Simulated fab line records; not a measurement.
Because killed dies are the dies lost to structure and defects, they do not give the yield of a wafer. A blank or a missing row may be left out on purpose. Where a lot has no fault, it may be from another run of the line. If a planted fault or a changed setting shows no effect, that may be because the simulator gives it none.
Comparing a struck lot with a sound one | flow sky130 | 19 out of 708 route steps
Sound: the wafers L305.3, L305.5, L305.6. Struck: wafers L308.1, L308.5 (left out: L308.2, a lot-mate that was not struck); the cause follows at the end.
At each step with rows: each side's tool, then ch and its chambers, then its first start. Under that, the readings that differ: sound wafers | struck wafers | difference of the means | sigmas: that difference in standard deviations of wafers without a fault.
alike: readings with means less than 2 such deviations apart, plus words and numbers identical on both sides. not compared: withheld readings, readings lacking a value on some wafer, bounds such as >300 that could conceal the same value, and numbers that have no deviation in the record and whose values overlap.
The two part at a step that has a row with sigmas, a row that says differs or no value, or rows on one side only. Non-overlapping numbers with no deviation appear without sigmas and do not part them. A reading missing from all wafers of one side parts the sides only when that side holds two or more wafers.

SKY_VIA1_ETCH_15: etches SiO2 in C4F8/O2/Ar, stops on TiN, target depth 351 nm, time 54 s.
  sound on rie-diel-02 ch 1,2, day 37 06:46; struck on rie-diel-01 ch 1,3, day 39 17:52
  alike: oes-product-au
  not compared: rf-hours-counter-h
then, 4 steps without rows for these wafers: SKY_VIA1_STRIP_16 (strips in O2/N2); SKY_VIA1_STRIP_17 (strips in post etch residue remover, time 1200 s); SKY_VIA1_CLEAN_18 (cleans in IPA, time 180 s); SKY_VIA1_CLEAN_19 (cleans in O3/DIW).
SKY_VIA1_SPUTTER_20: material TiN, target thk 20 nm, time 80 s.
  sound: pvd-sputter-03 at day 37 07:27; struck: pvd-sputter-01 at day 39 18:31
  alike: throttle-valve-pct
then, 1 step without rows for these wafers: SKY_VIA1_CVD_21 (deposits W, target thk 270 nm, time 80.902 s).
SKY_VIA1_RS_MEAS_22: measures by four-point-probe.
  sound: film-metro-01 at day 37 07:38; struck: film-metro-01 at day 39 18:40
  alike: VIA1_W_RS
SKY_VIA1_THK_MEAS_23: measures by xrf.
  sound: film-metro-01 at day 37 07:44; struck: film-metro-01 at day 39 18:47
  alike: VIA1_W_THK
then, 1 step without rows for these wafers: SKY_VIA1_CMP_24 (polishes, stops on SiO2, t overpolish 15 s, target thk 0 nm).
SKY_METAL2_SPUTTER_00: material Ti, target thk 15 nm, time 10 s.
  sound: pvd-sputter-03 at day 37 08:05; struck: pvd-sputter-03 at day 39 19:08
  alike: throttle-valve-pct
then, 1 step without rows for these wafers: SKY_METAL2_SPUTTER_01 (material TiN, target thk 20 nm, time 16.7 s).
SKY_METAL2_SPUTTER_02: material AlCu, target thk 250 nm, time 13.3 s.
  sound: pvd-sputter-03 at day 37 08:08; struck: pvd-sputter-03 at day 39 19:11
  reading                                     | sound             | struck    | difference | sigmas
  model.AlCu_of_METAL2_SPUTTER_02.thk-nm (nm) | 249.9 249.2 252.5 | 261.3 264 | +12.1      |
  alike: throttle-valve-pct
SKY_METAL2_SPUTTER_03: material Ti, target thk 5 nm, time 3.3 s.
  sound: pvd-sputter-03 at day 37 08:10; struck: pvd-sputter-03 at day 39 19:13
  alike: throttle-valve-pct
SKY_METAL2_SPUTTER_04: material TiN, target thk 70 nm, time 58.3 s.
  sound: pvd-sputter-03 at day 37 08:10; struck: pvd-sputter-03 at day 39 19:14
  alike: throttle-valve-pct
SKY_METAL2_RS_MEAS_05: measures by four-point-probe.
  sound: film-metro-01 at day 37 08:16; struck: film-metro-03 at day 39 19:17
  reading                 | sound                | struck        | difference | sigmas
  METAL2_ALCU_RS (ohm/sq) | 0.1267 0.1272 0.1252 | 0.1210 0.1195 | -0.0061    | -4
SKY_METAL2_THK_MEAS_06: measures by xrf.
  sound: film-metro-01 at day 37 08:22; struck: film-metro-03 at day 39 19:24
  reading              | sound             | struck      | difference | sigmas
  METAL2_ALCU_THK (nm) | 243.8 244.2 247.5 | 256.8 259.6 | +13.0      | +4
then, 1 step without rows for these wafers: SKY_METAL2_DEHYDRATE_07 (time 60 s).
-- the record jumps here: 10 days lie between the struck wafers' starts before and after (it left off in module METAL2 and takes up again in module PAD_OPEN, whose first step shown is number 708 of the route) --
SKY_PAD_OPEN_PROBE_99:
  sound: prober-01 at day 48 06:30; struck: prober-02 at day 50 02:37
  reading                      | sound                | struck        | difference | sigmas
  model.etest.met2.line-ohm-um | 0.8975 0.9105 0.969  | 0.8406 0.8527 | -0.0790    |
  model.etest.met2.rs-ohm-sq   | 0.1283 0.1277 0.1284 | 0.122 0.1205  | -0.007     |
  alike: defect-limited-yield, killed_at_M0_to_M3, killed_at_M4_up, killed-at-contacts, killed-at-front-end, killed-at-other, killed-dies, killed-on-rim, killed-open, killed-short, sort_bin_3_pad_short, sort_bin_5_function, sort_bin_6_memory, sort-n-pass, sort-yield-pct

== WHERE THEY PART ==
First at SKY_METAL2_RS_MEAS_05; last, within this record, at SKY_METAL2_THK_MEAS_06. Later steps at which nothing parts them and some readings are alike: SKY_PAD_OPEN_PROBE_99.

WHY: what had been put in by the simulator
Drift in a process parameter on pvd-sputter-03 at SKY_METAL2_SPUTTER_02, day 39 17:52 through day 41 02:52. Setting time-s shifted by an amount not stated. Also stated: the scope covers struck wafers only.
